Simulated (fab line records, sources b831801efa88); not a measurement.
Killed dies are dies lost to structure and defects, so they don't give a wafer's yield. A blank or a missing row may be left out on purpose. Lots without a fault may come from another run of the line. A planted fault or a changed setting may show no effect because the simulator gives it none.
Which tool did it? | flow sfq_line | 15 lots, 45 wafers sampled, at 6 steps of a route of 325

WHAT THE GAUGES READ, wafer by wafer
The record holds no reading of a measuring or inspecting step that can be judged against a usual standard deviation.

WHICH TOOL RAN EACH LOT (tool, then ch and the chambers of the sampled wafers, then the start)
lot  | SFQ_TRILAYER_A5B_DEP_PECVD_129  | SFQ_TRILAYER_I5_STRIP_STRIP_148   | SFQ_TRILAYER_C5_BARC_OPEN_VIA_ETCH_210 | SFQ_TRILAYER_C5_ETCH_VIA_ETCH_154  | SFQ_TRILAYER_M6_LITHO_EXPOSE_160  | SFQ_TRILAYER_I6_METRO_MEASURE_167
L653 | pecvd-03 ch 0,2, day 51 04:36   | rie_metal-02 ch 0,1, day 62 00:50 | rie_diel-03 ch 0,1,2, day 62 05:47     | rie_diel-03 ch 0,1,2, day 62 05:49 | krf_scanner-02 ch 0, day 66 09:10 | film_metro-02, day 66 14:52
L654 | pecvd-01 ch 0,1,2, day 51 05:48 | rie_metal-02 ch 0,1, day 62 03:14 | rie_diel-02 ch 1,2,3, day 62 09:23     | rie_diel-02 ch 1,2,3, day 62 09:25 | krf_scanner-01 ch 0, day 66 13:06 | film_metro-03, day 66 18:49
L655 | pecvd-03 ch 0,1,2, day 51 07:00 | rie_metal-02 ch 0,1, day 62 05:50 | rie_diel-03 ch 1,2, day 62 12:59       | rie_diel-03 ch 1,2, day 62 13:01   | krf_scanner-01 ch 0, day 66 15:42 | film_metro-04, day 66 22:01
L656 | pecvd-02 ch 0,1,2, day 51 18:36 | rie_metal-02 ch 1, day 62 07:10   | rie_diel-02 ch 0,2,3, day 62 15:23     | rie_diel-02 ch 0,2,3, day 62 15:25 | krf_scanner-01 ch 0, day 66 18:00 | film_metro-03, day 66 23:43
L658 | pecvd-03 ch 0,1,2, day 58 11:05 | rie_metal-02 ch 0,1, day 67 21:56 | rie_diel-02 ch 0,3, day 68 07:54       | rie_diel-02 ch 0,3, day 68 07:56   | krf_scanner-01 ch 0, day 68 14:10 | film_metro-02, day 70 12:34
L659 | pecvd-01 ch 0,1, day 58 14:38   | rie_metal-03 ch 0,1, day 67 22:56 | rie_diel-04 ch 0,1,2, day 68 09:06     | rie_diel-04 ch 0,1,2, day 68 09:08 | krf_scanner-01 ch 0, day 68 14:58 | film_metro-03, day 70 15:10
L664 | pecvd-01 ch 0,1, day 59 15:58   | rie_metal-01 ch 0,1, day 68 19:20 | rie_diel-04 ch 1,2,3, day 69 01:54     | rie_diel-04 ch 1,2,3, day 69 01:56 | krf_scanner-01, day 69 10:19      | film_metro-03, day 71 12:22
L665 | pecvd-03 ch 0,1,2, day 59 18:22 | rie_metal-01 ch 0,1, day 68 21:32 | rie_diel-03 ch 1,2, day 69 04:18       | rie_diel-03 ch 1,2, day 69 04:20   | krf_scanner-01, day 69 17:19      | film_metro-03, day 71 15:24
L666 | pecvd-02 ch 1,2, day 59 19:44   | rie_metal-01 ch 0,1, day 68 23:56 | rie_diel-02 ch 1,2,3, day 69 06:42     | rie_diel-02 ch 1,2,3, day 69 06:44 | krf_scanner-01, day 69 18:31      | film_metro-02, day 71 17:58
L669 | pecvd-02 ch 0,1,2, day 60 03:58 | rie_metal-02 ch 0,1, day 69 12:08 | rie_diel-02 ch 1,2, day 70 00:51       | rie_diel-02 ch 1,2, day 70 00:53   | krf_scanner-01 ch 0, day 70 05:43 | film_metro-02, day 72 06:22
L672 | pecvd-03 ch 0,1, day 60 19:34   | rie_metal-01 ch 0,1, day 70 03:32 | rie_diel-03 ch 0,2,3, day 70 09:15     | rie_diel-03 ch 0,2,3, day 70 09:17 | krf_scanner-01 ch 0, day 70 13:43 | film_metro-02, day 72 17:58
L673 | pecvd-02 ch 0,1,2, day 61 04:56 | rie_metal-02 ch 0, day 70 10:44   | rie_diel-03 ch 1,2, day 70 16:27       | rie_diel-03 ch 1,2, day 70 16:29   | krf_scanner-01 ch 0, day 70 19:55 | film_metro-03, day 72 18:34
L674 | pecvd-03 ch 0,1,2, day 61 05:17 | rie_metal-01 ch 0,1, day 70 11:56 | rie_diel-04 ch 0,1,3, day 70 17:39     | rie_diel-04 ch 0,1,3, day 70 17:41 | krf_scanner-01 ch 0, day 70 22:07 | film_metro-02, day 72 20:58
L675 | pecvd-03 ch 0,1,2, day 61 07:44 | rie_metal-02 ch 0,1, day 70 13:20 | rie_diel-03 ch 1,2, day 70 18:51       | rie_diel-03 ch 1,2, day 70 18:53   | krf_scanner-02 ch 0, day 73 09:38 | film_metro-04, day 73 21:34
L676 | pecvd-03 ch 0,1,2, day 61 10:56 | rie_metal-01 ch 0,1, day 70 14:26 | rie_diel-02 ch 0,2,3, day 70 20:03     | rie_diel-02 ch 0,2,3, day 70 20:05 | krf_scanner-02 ch 0, day 73 11:26 | film_metro-03, day 73 23:58
- SFQ_TRILAYER_A5B_DEP_PECVD_129: deposits SiO2 from SiH4/N2O, time 133.33 s, target thk 600 nm.
- SFQ_TRILAYER_I5_STRIP_STRIP_148: strips in O2.
- SFQ_TRILAYER_C5_BARC_OPEN_VIA_ETCH_210: etches BARC in O2, target depth 125 nm, time 41.7 s.
- SFQ_TRILAYER_C5_ETCH_VIA_ETCH_154: etches SiO2 in CHF3, stops on Nb, target depth 84 nm.
- SFQ_TRILAYER_M6_LITHO_EXPOSE_160: exposes mask M6, target cd 500 nm.
- SFQ_TRILAYER_I6_METRO_MEASURE_167

WHAT THE TOOLS THEMSELVES READ (means of the sampled wafers that have a number; where no wafer has one, the mark that the record gives instead)
SFQ_TRILAYER_A5B_DEP_PECVD_129.
lot  | tool     | heater_power_w (W) | rf_fwd_power_W (W) | throttle_valve_pct (%)
L653 | pecvd-03 | 86                 | 182.0              | 23.5
L654 | pecvd-01 | 76                 | 182.6              | 25.9
L655 | pecvd-03 | 90                 | 182.4              | 23.8
L656 | pecvd-02 | 91                 | 182.6              | 22.7
L658 | pecvd-03 | 86                 | 182.8              | 24.4
L659 | pecvd-01 | 74                 | 182.3              | 25.1
L664 | pecvd-01 | 77                 | 183.0              | 26.8
L665 | pecvd-03 | 90                 | 182.3              | 24.4
L666 | pecvd-02 | 96                 | 183.0              | 22.4
L669 | pecvd-02 | 96                 | 182.6              | 23.1
L672 | pecvd-03 | 70                 | 182.9              | 24.5
L673 | pecvd-02 | 95                 | 182.2              | 22.9
L674 | pecvd-03 | 83                 | 183.0              | 24.3
L675 | pecvd-03 | 87                 | 182.8              | 24.3
L676 | pecvd-03 | 85                 | 183.1              | 24.4

SFQ_TRILAYER_I5_STRIP_STRIP_148.
lot  | tool         | chamber_pressure_mTorr (mTorr) | drypump_motor_current_A (A) | oes_product_au (a.u.)
L653 | rie_metal-02 | 50.02                          | 6.3                         | 0.997
L654 | rie_metal-02 | 50.01                          | 5.9                         | 0.998
L655 | rie_metal-02 | 49.97                          | 6.3                         | 0.997
L656 | rie_metal-02 | 49.99                          | 5.4                         | 0.990
L658 | rie_metal-02 | 49.98                          | 5.8                         | 0.988
L659 | rie_metal-03 | 49.98                          | 5.7                         | 1.000
L664 | rie_metal-01 | 50.04                          | 6.0                         | 0.997
L665 | rie_metal-01 | 49.97                          | 6.1                         | 0.995
L666 | rie_metal-01 | 50.06                          | 6.0                         | 0.988
L669 | rie_metal-02 | 50.01                          | 5.8                         | 0.987
L672 | rie_metal-01 | 49.94                          | 6.0                         | 0.992
L673 | rie_metal-02 | 49.98                          | 6.6                         | 1.003
L674 | rie_metal-01 | 50.01                          | 6.1                         | 0.996
L675 | rie_metal-02 | 50.03                          | 6.3                         | 0.997
L676 | rie_metal-01 | 49.99                          | 6.0                         | 0.988

SFQ_TRILAYER_C5_BARC_OPEN_VIA_ETCH_210.
lot  | tool        | bias_w (W) | chamber_pressure_mTorr (mTorr) | drypump_motor_current_A (A) | oes_product_au (a.u.) | rf_fwd_power_W (W)
L653 | rie_diel-03 | 80.09      | 29.989                         | 5.82                        | 0.683                 | 496.4
L654 | rie_diel-02 | 80.09      | 29.982                         | 5.71                        | 0.689                 | 493.4
L655 | rie_diel-03 | 80.44      | 29.995                         | 5.87                        | 0.691                 | 497.8
L656 | rie_diel-02 | 80.11      | 30.000                         | 5.84                        | 0.682                 | 493.7
L658 | rie_diel-02 | 80.07      | 29.994                         | 5.97                        | 0.685                 | 491.8
L659 | rie_diel-04 | 79.76      | 30.020                         | 5.74                        | 0.685                 | 494.9
L664 | rie_diel-04 | -          | -                              | -                           | -                     | -
L665 | rie_diel-03 | -          | -                              | -                           | -                     | -
L666 | rie_diel-02 | -          | -                              | -                           | -                     | -
L669 | rie_diel-02 | 79.83      | 29.996                         | 5.61                        | 0.684                 | 496.7
L672 | rie_diel-03 | 79.84      | 29.999                         | 5.81                        | 0.683                 | 495.1
L673 | rie_diel-03 | 80.13      | 29.992                         | 5.86                        | 0.687                 | 495.8
L674 | rie_diel-04 | 80.04      | 30.007                         | 6.17                        | 0.681                 | 497.7
L675 | rie_diel-03 | 79.85      | 30.006                         | 5.78                        | 0.683                 | 494.1
L676 | rie_diel-02 | 80.11      | 30.004                         | 5.83                        | 0.683                 | 494.4

SFQ_TRILAYER_C5_ETCH_VIA_ETCH_154.
lot  | tool        | bias_w (W) | chamber_pressure_mTorr (mTorr) | drypump_motor_current_A (A) | oes_product_au (a.u.) | rf_fwd_power_W (W)
L653 | rie_diel-03 | 80.11      | 30.010                         | 5.83                        | 0.878                 | 496.7
L654 | rie_diel-02 | 79.70      | 30.013                         | 5.71                        | 0.893                 | 495.3
L655 | rie_diel-03 | 80.12      | 30.000                         | 5.87                        | 0.894                 | 496.2
L656 | rie_diel-02 | 79.85      | 30.004                         | 5.84                        | 0.894                 | 494.4
L658 | rie_diel-02 | 79.84      | 30.001                         | 6.02                        | 0.898                 | 494.3
L659 | rie_diel-04 | 80.10      | 29.993                         | 5.76                        | 0.883                 | 496.2
L664 | rie_diel-04 | 79.93      | 30.000                         | 5.84                        | 0.371                 | 495.0
L665 | rie_diel-03 | 80.15      | 30.032                         | 5.80                        | 0.373                 | 495.8
L666 | rie_diel-02 | 80.00      | 30.003                         | 5.71                        | 0.377                 | 494.9
L669 | rie_diel-02 | 80.00      | 30.013                         | 5.63                        | 0.898                 | 494.5
L672 | rie_diel-03 | 80.00      | 29.985                         | 5.80                        | 0.886                 | 495.8
L673 | rie_diel-03 | 79.78      | 29.986                         | 5.87                        | 0.890                 | 496.5
L674 | rie_diel-04 | 79.84      | 30.006                         | 6.18                        | 0.879                 | 495.5
L675 | rie_diel-03 | 80.16      | 30.006                         | 5.79                        | 0.900                 | 497.2
L676 | rie_diel-02 | 79.73      | 30.013                         | 5.83                        | 0.901                 | 494.2

SFQ_TRILAYER_M6_LITHO_EXPOSE_160.
lot  | tool           | exposure_dose_mJ_cm2 | focus_offset_nm (nm)
L653 | krf_scanner-02 | 14.388               | 0.3
L654 | krf_scanner-01 | 14.393               | -0.3
L655 | krf_scanner-01 | 14.412               | 0.4
L656 | krf_scanner-01 | 14.417               | -0.4
L658 | krf_scanner-01 | 14.401               | 0.1
L659 | krf_scanner-01 | 14.405               | -0.5
L664 | krf_scanner-01 | -                    | -
L665 | krf_scanner-01 | -                    | -
L666 | krf_scanner-01 | -                    | -
L669 | krf_scanner-01 | 14.378               | -0.9
L672 | krf_scanner-01 | 14.383               | 0.2
L673 | krf_scanner-01 | 14.386               | 0.0
L674 | krf_scanner-01 | 14.395               | 0.0
L675 | krf_scanner-02 | 14.410               | 0.0
L676 | krf_scanner-02 | 14.395               | 0.2

SFQ_TRILAYER_I6_METRO_MEASURE_167.
lot  | tool          | thk_nm (nm)
L653 | film_metro-02 | 200.3
L654 | film_metro-03 | 198.8
L655 | film_metro-04 | 198.1
L656 | film_metro-03 | 200.1
L658 | film_metro-02 | 201.0
L659 | film_metro-03 | 200.3
L664 | film_metro-03 | 200.5
L665 | film_metro-03 | 198.6
L666 | film_metro-02 | 200.6
L669 | film_metro-02 | 200.9
L672 | film_metro-02 | 200.8
L673 | film_metro-03 | 200.0
L674 | film_metro-02 | 201.3
L675 | film_metro-04 | 200.8
L676 | film_metro-03 | 200.1

THE ANSWER, worked out from the rows above alone
Rule: what is usual is taken from the lots themselves. Put in order of their means at a reading, lots are off if they are a third of the lots or fewer, leave a main group of 4 or more, and stand apart from it by a gap of 3 or more times the standard deviation of the main group's means; of several such gaps the widest counts. A main group whose means are all the same, to the digits that the tables above print for the reading, isn't used. A lot without any number at a reading at which 4 lots or more have one is off too. The other lots that the step has rows for count as sound. The gauges are gone through in route order, then the tools' own readings, and for those a lot's mean is taken as printed above. The first step at which some lot is off is used, and at that step the reading that is off furthest; a lot without a number counts as furthest.
Off: L664, L665, L666, at SFQ_TRILAYER_C5_BARC_OPEN_VIA_ETCH_210 (bias_w). Without a number there: L664, L665, L666. The main group: mean 80.03 W, standard deviation 0.18.
A tool fits if, at that step or a process step before it, it ran every lot that is off, and no sound lot after the first of them. None of those tried fits.

WHAT THE SIMULATOR HAD PUT IN
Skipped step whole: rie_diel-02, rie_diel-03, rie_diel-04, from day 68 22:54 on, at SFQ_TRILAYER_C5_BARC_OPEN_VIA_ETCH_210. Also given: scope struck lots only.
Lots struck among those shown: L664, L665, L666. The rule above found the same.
